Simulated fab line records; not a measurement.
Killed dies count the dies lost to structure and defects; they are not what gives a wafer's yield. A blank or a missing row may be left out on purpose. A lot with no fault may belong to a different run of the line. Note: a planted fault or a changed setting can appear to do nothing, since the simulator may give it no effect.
What tool caused it? :: flow gf180mcu :: Sampling: 12 lots, 36 wafers, 6 of 602 route steps

== WHAT THE GAUGES READ, wafer by wafer ==
GF_STI_CD_MEAS_12: the cd target is 220 nm.
lot: L842
measured: day 2 01:43
on: cd sem-02
cd nm (nm): 219.6 217.6 220.3

lot: L845
measured: day 2 16:43
on: cd sem-01
cd nm (nm): 222.5 222.1 220.8

lot: L847
measured: day 3 05:09
on: cd sem-02
cd nm (nm): 221.0 221.6 221.7

lot: L848
measured: day 3 08:22
on: cd sem-02
cd nm (nm): 220.9 220.2 219.9

lot: L851
measured: day 4 00:37
on: cd sem-02
cd nm (nm): 220.4 220.1 221.3

lot: L852
measured: day 4 08:56
on: cd sem-01
cd nm (nm): 219.8 219.4 219.0

lot: L854
measured: day 4 15:05
on: cd sem-02
cd nm (nm): 218.5 217.7 218.3

lot: L859
measured: day 5 16:28
on: cd sem-01
cd nm (nm): 219.9 218.9 217.7

lot: L861
measured: day 6 02:47
on: cd sem-02
cd nm (nm): 219.4 218.9 219.1

lot: L863
measured: day 6 14:55
on: cd sem-02
cd nm (nm): 219.7 219.5 219.1

lot: L864
measured: day 6 19:11
on: cd sem-01
cd nm (nm): 221.3 220.8 219.9

lot: L865
measured: day 6 22:24
on: cd sem-01
cd nm (nm): 220.4 219.8 219.5

GF_MVPSD_TW_MEAS_11.
lot: L842
measured: day 4 21:54
on: film metro-03
MVPSD_TW: 567 567 564

lot: L845
measured: day 5 18:09
on: film metro-03
MVPSD_TW: 557 560 559

lot: L847
measured: day 6 05:31
on: film metro-03
MVPSD_TW: 595 592 592

lot: L848
measured: day 6 12:40
on: film metro-04
MVPSD_TW: 595 592 596

lot: L851
measured: day 7 07:28
on: film metro-04
MVPSD_TW: 596 597 594

lot: L852
measured: day 7 16:00
on: film metro-03
MVPSD_TW: 564 562 563

lot: L854
measured: day 8 01:36
on: film metro-01
MVPSD_TW: 557 555 555

lot: L859
measured: day 9 06:56
on: film metro-03
MVPSD_TW: 568 565 566

lot: L861
measured: day 9 17:38
on: film metro-04
MVPSD_TW: 565 566 565

lot: L863
measured: day 10 08:42
on: film metro-01
MVPSD_TW: 556 555 557

lot: L864
measured: day 10 10:55
on: film metro-04
MVPSD_TW: 569 569 568

lot: L865
measured: day 10 18:13
on: film metro-01
MVPSD_TW: 556 560 557

GF_VT_IMPLANT_RS_MEAS_49: uses a four-point probe to measure.
lot: L842
measured: day 7 10:41
on: film metro-04
MVPSD_RS (ohm/sq): 1167 1165 1168

lot: L845
measured: day 8 07:26
on: film metro-04
MVPSD_RS (ohm/sq): 1170 1170 1173

lot: L847
measured: day 8 22:50
on: film metro-01
MVPSD_RS (ohm/sq): 1002 1002 1004

lot: L848
measured: day 9 07:02
on: film metro-01
MVPSD_RS (ohm/sq): 1009 1006 1006

lot: L851
measured: day 10 02:23
on: film metro-04
MVPSD_RS (ohm/sq): 1001 1003 1002

lot: L852
measured: day 10 12:41
on: film metro-03
MVPSD_RS (ohm/sq): 1166 1170 1167

lot: L854
measured: day 10 23:13
on: film metro-04
MVPSD_RS (ohm/sq): 1168 1167 1165

lot: L859
measured: day 12 09:53
on: film metro-04
MVPSD_RS (ohm/sq): 1165 1164 1167

lot: L861
measured: day 12 21:20
on: film metro-04
MVPSD_RS (ohm/sq): 1168 1169 1171

lot: L863
measured: day 13 13:01
on: film metro-03
MVPSD_RS (ohm/sq): 1171 1175 1173

lot: L864
measured: day 13 17:42
on: film metro-04
MVPSD_RS (ohm/sq): 1171 1175 1175

lot: L865
measured: day 14 00:16
on: film metro-04
MVPSD_RS (ohm/sq): 1166 1165 1164

== EACH LOT AND THE TOOL THAT RAN IT (in order: tool; ch and the chambers of the sampled wafers; start) ==
lot: L842
GF_STI_ETCH_14: rie si-02 ch 0,1,2, day 2 01:55
GF_DNWELL_STRIP_08: plasma asher-02 ch 0,1, day 2 18:46
GF_MVPSD_IMPLANT_09: implanter-03 ch 0, day 4 21:39

lot: L845
GF_STI_ETCH_14: rie si-01 ch 1,2,3, day 2 16:55
GF_DNWELL_STRIP_08: plasma asher-02 ch 0,1, day 3 10:04
GF_MVPSD_IMPLANT_09: implanter-03 ch 0, day 5 17:54

lot: L847
GF_STI_ETCH_14: rie si-02 ch 2,3, day 3 05:20
GF_DNWELL_STRIP_08: plasma asher-02 ch 0,1, day 3 22:10
GF_MVPSD_IMPLANT_09: implanter-01 ch 0, day 6 04:58

lot: L848
GF_STI_ETCH_14: rie si-01 ch 0,3, day 3 08:34
GF_DNWELL_STRIP_08: plasma asher-03 ch 0,1, day 4 03:22
GF_MVPSD_IMPLANT_09: implanter-04 ch 0, day 6 12:06 and implanter-01 ch 0, day 6 12:25

lot: L851
GF_STI_ETCH_14: rie si-01 ch 2,3, day 4 00:49
GF_DNWELL_STRIP_08: plasma asher-03 ch 0,1, day 4 19:31
GF_MVPSD_IMPLANT_09: implanter-04 ch 0, day 7 06:48

lot: L852
GF_STI_ETCH_14: rie si-01 ch 0,3, day 4 09:08
GF_DNWELL_STRIP_08: plasma asher-01 ch 0,1, day 5 03:31
GF_MVPSD_IMPLANT_09: implanter-04 ch 0, day 7 15:45

lot: L854
GF_STI_ETCH_14: rie si-02 ch 0,1,3, day 4 15:17
GF_DNWELL_STRIP_08: plasma asher-03 ch 0,1, day 5 11:28
GF_MVPSD_IMPLANT_09: implanter-04 ch 0, day 8 01:21

lot: L859
GF_STI_ETCH_14: rie si-01 ch 0,1, day 5 16:40
GF_DNWELL_STRIP_08: plasma asher-03 ch 0,1, day 6 12:37
GF_MVPSD_IMPLANT_09: implanter-03 ch 0, day 9 06:39

lot: L861
GF_STI_ETCH_14: rie si-01 ch 0,2,3, day 6 02:56
GF_DNWELL_STRIP_08: plasma asher-01 ch 0,1, day 6 22:06
GF_MVPSD_IMPLANT_09: implanter-04 ch 0, day 9 17:25

lot: L863
GF_STI_ETCH_14: rie si-02 ch 1,2, day 6 15:07
GF_DNWELL_STRIP_08: plasma asher-03 ch 0,1, day 7 10:58
GF_MVPSD_IMPLANT_09: implanter-03 ch 0, day 10 08:27

lot: L864
GF_STI_ETCH_14: rie si-02 ch 0,1,2, day 6 19:22
GF_DNWELL_STRIP_08: plasma asher-03 ch 0,1, day 7 15:16
GF_MVPSD_IMPLANT_09: implanter-03 ch 0, day 10 10:40

lot: L865
GF_STI_ETCH_14: rie si-01 ch 0,1, day 6 22:34
GF_DNWELL_STRIP_08: plasma asher-02 ch 0,1, day 7 20:00
GF_MVPSD_IMPLANT_09: implanter-04 ch 0, day 10 18:00
- GF_STI_ETCH_14: etches Si in HBr/Cl2/O2, target depth 360 nm, time 102.9 s.
- GF_DNWELL_STRIP_08: strips in O2/N2.
- GF_MVPSD_IMPLANT_09

== AS READ BY THE TOOLS THEMSELVES (means over the sampled wafers that have a number; for cases with no such wafer, the mark the record gives instead) ==
GF_STI_ETCH_14.
lot: L842
tool: rie si-02
drypump motor current A (A): 5.6
oes product au (a.u.): 0.998
throttle valve pct (%): 25.658

lot: L845
tool: rie si-01
drypump motor current A (A): 6.1
oes product au (a.u.): 0.989
throttle valve pct (%): 25.655

lot: L847
tool: rie si-02
drypump motor current A (A): 6.0
oes product au (a.u.): 0.995
throttle valve pct (%): 25.660

lot: L848
tool: rie si-01
drypump motor current A (A): 6.3
oes product au (a.u.): 1.003
throttle valve pct (%): 25.647

lot: L851
tool: rie si-01
drypump motor current A (A): 6.2
oes product au (a.u.): 1.002
throttle valve pct (%): 25.646

lot: L852
tool: rie si-01
drypump motor current A (A): 6.2
oes product au (a.u.): 1.007
throttle valve pct (%): 25.652

lot: L854
tool: rie si-02
drypump motor current A (A): 5.7
oes product au (a.u.): 0.998
throttle valve pct (%): 25.647

lot: L859
tool: rie si-01
drypump motor current A (A): 6.3
oes product au (a.u.): 1.019
throttle valve pct (%): 25.640

lot: L861
tool: rie si-01
drypump motor current A (A): 6.3
oes product au (a.u.): 1.002
throttle valve pct (%): 25.659

lot: L863
tool: rie si-02
drypump motor current A (A): 5.7
oes product au (a.u.): 1.004
throttle valve pct (%): 25.662

lot: L864
tool: rie si-02
drypump motor current A (A): 5.6
oes product au (a.u.): 0.997
throttle valve pct (%): 25.658

lot: L865
tool: rie si-01
drypump motor current A (A): 6.3
oes product au (a.u.): 0.995
throttle valve pct (%): 25.660

GF_DNWELL_STRIP_08.
lot: L842
tool: plasma asher-02
drypump motor current A (A): 6.3
heater power w (W): 371
oes product au (a.u.): 0.721
strip time to endpoint s (s): 36.99

lot: L845
tool: plasma asher-02
drypump motor current A (A): 6.2
heater power w (W): 378
oes product au (a.u.): 0.719
strip time to endpoint s (s): 37.02

lot: L847
tool: plasma asher-02
drypump motor current A (A): 6.2
heater power w (W): 374
oes product au (a.u.): 0.723
strip time to endpoint s (s): 37.02

lot: L848
tool: plasma asher-03
drypump motor current A (A): 5.1
heater power w (W): 326
oes product au (a.u.): 0.722
strip time to endpoint s (s): 36.98

lot: L851
tool: plasma asher-03
drypump motor current A (A): 5.2
heater power w (W): 324
oes product au (a.u.): 0.726
strip time to endpoint s (s): 37.16

lot: L852
tool: plasma asher-01
drypump motor current A (A): 5.7
heater power w (W): 346
oes product au (a.u.): 0.725
strip time to endpoint s (s): 36.69

lot: L854
tool: plasma asher-03
drypump motor current A (A): 5.3
heater power w (W): 325
oes product au (a.u.): 0.723
strip time to endpoint s (s): 37.05

lot: L859
tool: plasma asher-03
drypump motor current A (A): 5.1
heater power w (W): 322
oes product au (a.u.): 0.720
strip time to endpoint s (s): 36.98

lot: L861
tool: plasma asher-01
drypump motor current A (A): 5.9
heater power w (W): 348
oes product au (a.u.): 0.722
strip time to endpoint s (s): 37.10

lot: L863
tool: plasma asher-03
drypump motor current A (A): 5.1
heater power w (W): 326
oes product au (a.u.): 0.721
strip time to endpoint s (s): 36.90

lot: L864
tool: plasma asher-03
drypump motor current A (A): 5.3
heater power w (W): 324
oes product au (a.u.): 0.724
strip time to endpoint s (s): 37.11

lot: L865
tool: plasma asher-02
drypump motor current A (A): 6.2
heater power w (W): 371
oes product au (a.u.): 0.722
strip time to endpoint s (s): 37.13

GF_MVPSD_IMPLANT_09.
lot: L842
tool: implanter-03
faraday current uA: 27.9

lot: L845
tool: implanter-03
faraday current uA: 27.5

lot: L847
tool: implanter-01
faraday current uA: 28.4

lot: L848
tool: implanter-04/implanter-01
faraday current uA: 28.1

lot: L851
tool: implanter-04
faraday current uA: 28.1

lot: L852
tool: implanter-04
faraday current uA: 27.7

lot: L854
tool: implanter-04
faraday current uA: 27.5

lot: L859
tool: implanter-03
faraday current uA: 28.2

lot: L861
tool: implanter-04
faraday current uA: 28.0

lot: L863
tool: implanter-03
faraday current uA: 27.9

lot: L864
tool: implanter-03
faraday current uA: 28.1

lot: L865
tool: implanter-04
faraday current uA: 28.7

== THE ANSWER, worked out from the rows above alone ==
Rule: the usual values come from the lots themselves. Put in order of their means at a reading, lots are off if they are a third of the lots or fewer, leave a main group of 4 or more, and stand apart from it by a gap of 3 or more times the standard deviation of the main group's means; of several such gaps the widest counts. A main group whose means are all the same, to the digits that the tables above print for the reading, isn't used. Also off: a lot with no number at a reading for which 4 or more lots have one. Where the step has rows for the other lots, those lots are counted as sound. The gauges are gone through in route order, then the tools' own readings, and for those a lot's mean is taken as printed above. At the first step where some lot is off, the reading lying furthest off is the one used; lots without a number count as furthest.
Off: L847, L848, L851, at GF_MVPSD_TW_MEAS_11 (MVPSD_TW). The main group: mean 562, standard deviation 4.7.
A tool fits if, at a process step before that reading, it ran every lot that is off, and no sound lot after the first of them. Those tools and the gauges at GF_MVPSD_TW_MEAS_11 are tried in the same way. Not one of the candidates tried fits.

== WHAT THE SIMULATOR PUT IN ==
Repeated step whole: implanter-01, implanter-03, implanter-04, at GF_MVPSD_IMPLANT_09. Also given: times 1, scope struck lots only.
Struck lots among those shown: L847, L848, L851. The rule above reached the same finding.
